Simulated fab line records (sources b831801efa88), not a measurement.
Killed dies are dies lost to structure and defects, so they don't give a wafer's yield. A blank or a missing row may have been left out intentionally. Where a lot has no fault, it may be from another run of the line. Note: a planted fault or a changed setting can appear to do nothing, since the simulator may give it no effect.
Matching of chambers + flow sky130 + SKY_VIA2_CMP_02 on cmp-02: 4 sister chambers
The step polishes SiO2. 8 wafers are shown with their chamber, then 7 later ones without.

== WAFERS WITH THEIR CHAMBER ==
| wafer  | chamber | motor current A (A) |
|--------|---------|---------------------|
| L229.4 | 2       | 14.0                |
| L240.5 | 1       | 12.9                |
| L240.6 | 2       | 13.7                |
| L241.4 | 0       | 10.9                |
| L241.5 | 3       | 13.6                |
| L241.6 | 0       | 11.0                |
| L242.1 | 1       | 13.6                |
| L242.4 | 3       | 13.4                |

== WAFERS WITH NO CHAMBER GIVEN ==
| wafer  | motor current A (A) |
|--------|---------------------|
| L242.5 | 11.1                |
| L244.4 | 11.7                |
| L244.5 | 13.6                |
| L244.6 | 13.3                |
| L245.2 | 14.3                |
| L245.4 | 13.5                |
| L245.6 | 11.6                |

== CHAMBER TAKEN BY EACH ==
| wafer  | from the rows above          | in truth |
|--------|------------------------------|----------|
| L242.5 | 0                            | 0        |
| L244.4 | 0                            | 0        |
| L244.5 | can't be placed: 3 or 2 or 1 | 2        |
| L244.6 | can't be placed: 1 or 3 or 2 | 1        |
| L245.2 | can't be placed: 2 or 3      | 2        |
| L245.4 | can't be placed: 3 or 1 or 2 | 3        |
| L245.6 | 0                            | 0        |
3 of 7 placed correctly. Can't be placed from these rows: 4 (the true chamber is among the candidates in 4). Wrongly placed: 0.
How it was worked out, from the rows above alone: a wafer's distance from a chamber is the root of the sum, over the readings, of the square of ((its reading less the chamber's mean) divided by the reading's scatter). The wafer belongs to the nearest chamber; if the next one is less than 2 further off, it can't be placed. Each chamber's mean is taken over the wafers shown for it. The scatter: take each reading less its chamber's mean, square it, sum over the shown wafers, divide by the number of wafers less the number of chambers, and take the root.
